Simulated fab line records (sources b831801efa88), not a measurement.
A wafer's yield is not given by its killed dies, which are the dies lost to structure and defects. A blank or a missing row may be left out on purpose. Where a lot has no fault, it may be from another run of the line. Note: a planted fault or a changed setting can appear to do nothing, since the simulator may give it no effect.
Which tool did it? ; flow sfq_line ; 40 wafers from 14 lots sampled at 5 of the route's 325 steps

WHAT EACH GAUGE READ, for each wafer
SFQ_I0_OVL_MEAS_908.
lot;measured;on;I0_OVL (nm)
L604;day 9 23:38;overlay-01;-1 4 -2
L606;day 10 04:26;overlay-02;-6 3 -2
L607;day 10 08:02;overlay-01;-5 1 5
L608;day 10 11:39;overlay-01;-3 2 0
L609;day 10 18:06;overlay-01;-6 -4 -10
L610;day 11 01:17;overlay-02;-2 3 4
L612;day 11 09:41;overlay-01;6 6 -1
L613;day 11 20:29;overlay-01;-2 -5 -8
L614;day 12 00:05;overlay-02;-3 0 -4
L616;day 12 10:27;overlay-02;4 5
L617;day 12 16:27;overlay-01;-6 -6
L623;day 14 14:02;overlay-02;-2 1 -8
L624;day 14 16:26;overlay-02;0 2 7
L627;day 15 18:44;overlay-01;-4 -9 -3

SFQ_M5_OVL_MEAS_932.
lot;measured;on;M5_OVL (nm)
L604;day 60 12:52;overlay-02;-5 -7 -5
L606;day 60 16:27;overlay-02;-8 -9 -5
L607;day 60 20:04;overlay-01;5 7 6
L608;day 60 22:28;overlay-02;-2 8 1
L609;day 61 02:04;overlay-02;6 2 2
L610;day 61 04:27;overlay-01;-4 1 0
L612;day 61 11:08;overlay-02;8 4 6
L613;day 61 14:44;overlay-01;-6 -6 -1
L614;day 61 18:20;overlay-02;-2 -2 3
L616;day 61 21:56;overlay-02;-13 -5
L617;day 62 00:20;overlay-02;3 4
L623;day 65 12:07;overlay-01;-6 0 -11
L624;day 67 07:19;overlay-02;-6 -6 4
L627;day 68 09:58;overlay-01;11 6 2

SFQ_C5_OVL_MEAS_937.
lot;measured;on;C5_OVL (nm)
L604;day 70 19:34;overlay-02;-2 4 0
L606;day 71 02:31;overlay-01;-4 -4 -5
L607;day 71 06:07;overlay-02;5 2 6
L608;day 71 07:19;overlay-01;-2 -2 -4
L609;day 71 13:19;overlay-02;0 0 -1
L610;day 71 15:43;overlay-02;-7 -6 -3
L612;day 71 21:43;overlay-01;-4 -10 -4
L613;day 72 00:14;overlay-02;11 5 10
L614;day 72 01:26;overlay-02;3 0 -5
L616;day 72 05:02;overlay-02;-6 -10
L617;day 72 07:26;overlay-02;-11 -8
L623;day 75 09:49;overlay-01;-4 -2 -8
L624;day 77 03:11;overlay-01;-1 -1 0
L627;day 77 23:15;overlay-02;5 -2 -3

WHAT TOOL EACH LOT RAN ON (gives the tool, then ch and the chambers of the sampled wafers, and finally the start)
lot;SFQ_TRILAYER_M0_LITHO_COAT_026;SFQ_TRILAYER_M0_BARC_OPEN_METAL_ETCH_031
L604;litho_track-03 ch 0, day 4 22:58;rie_metal-02 ch 0,1, day 6 10:09
L606;litho_track-04 ch 0, day 5 05:13;rie_metal-04 ch 0,1, day 6 14:57
L607;litho_track-01 ch 0, day 5 10:17;rie_metal-04 ch 0,1, day 6 19:46
L608;litho_track-03 ch 0, day 5 11:22;rie_metal-02 ch 0,1, day 6 20:58
L609;litho_track-04 ch 0, day 5 15:04;rie_metal-03 ch 0,1, day 7 00:34
L610;litho_track-04 ch 0, day 5 18:31;rie_metal-03 ch 0,1, day 7 04:09
L612;litho_track-03 ch 0, day 6 01:12;rie_metal-02 ch 0,1, day 7 12:33
L613;litho_track-01 ch 0, day 6 07:12;rie_metal-04 ch 0,1, day 7 19:33
L614;litho_track-04 ch 0, day 6 10:43;rie_metal-04 ch 0,1, day 7 23:09
L616;litho_track-04 ch 0, day 7 00:37;rie_metal-03 ch 0, day 8 11:20
L617;litho_track-04 ch 0, day 7 06:37;rie_metal-03 ch 0,1, day 8 16:08
L623;litho_track-01 ch 0, day 8 10:08;rie_metal-04 ch 1, day 10 09:16
L624;litho_track-03 ch 0, day 8 13:41;rie_metal-02 ch 0, day 10 10:26
L627;litho_track-01 ch 0, day 9 20:19;rie_metal-04 ch 0,1, day 11 11:11
- SFQ_TRILAYER_M0_LITHO_COAT_026: resist thk 62 nm.
- SFQ_TRILAYER_M0_BARC_OPEN_METAL_ETCH_031: etches BARC in O2, target depth 125 nm, time 41.7 s.

WHAT THE TOOLS THEMSELVES READ (means of the sampled wafers that have a number; where no wafer has one, the mark that the record gives instead)
SFQ_TRILAYER_M0_BARC_OPEN_METAL_ETCH_031.
lot;tool;drypump_motor_current_A (A);oes_product_au (a.u.)
L604;rie_metal-02;5.75;0.687
L606;rie_metal-04;5.91;0.690
L607;rie_metal-04;6.07;0.690
L608;rie_metal-02;6.01;0.684
L609;rie_metal-03;5.80;0.689
L610;rie_metal-03;5.81;0.686
L612;rie_metal-02;6.03;0.688
L613;rie_metal-04;6.04;0.689
L614;rie_metal-04;6.04;0.684
L616;rie_metal-03;5.91;0.645
L617;rie_metal-03;5.84;0.641
L623;rie_metal-04;6.17;0.685
L624;rie_metal-02;5.48;0.684
L627;rie_metal-04;5.88;0.680

THE ANSWER, worked out from the rows above alone
Rule: usual is defined by the lots themselves. The widest of any qualifying gaps counts: lots, ordered by their means at a reading, are off when they make up no more than a third of the lots, leave a main group of 4 or more, and stand apart from it by 3 or more times the standard deviation of that group's means. The tables above print the reading to a certain number of digits; a main group whose means all agree to those digits is not used. Also off: a lot with no number at a reading for which 4 or more lots have one. All remaining lots with rows at the step are treated as sound. The gauges are gone through in route order, then the tools' own readings, and for those a lot's mean is taken as printed above. The first step at which some lot is off is used, and at that step the reading that is off furthest; a lot without a number counts as furthest.
Off at SFQ_TRILAYER_M0_BARC_OPEN_METAL_ETCH_031 (oes_product_au): L616, L617. The main group: mean 0.686 a.u., standard deviation 0.0029.
If a tool, at that step or one of the process steps before it, ran each lot that is off and ran no sound lot following the first of them, it fits. Undecided on this evidence; 2 tools fit (litho_track-04 at SFQ_TRILAYER_M0_LITHO_COAT_026, rie_metal-03 at SFQ_TRILAYER_M0_BARC_OPEN_METAL_ETCH_031).

WHAT THE SIMULATOR HAD PUT IN
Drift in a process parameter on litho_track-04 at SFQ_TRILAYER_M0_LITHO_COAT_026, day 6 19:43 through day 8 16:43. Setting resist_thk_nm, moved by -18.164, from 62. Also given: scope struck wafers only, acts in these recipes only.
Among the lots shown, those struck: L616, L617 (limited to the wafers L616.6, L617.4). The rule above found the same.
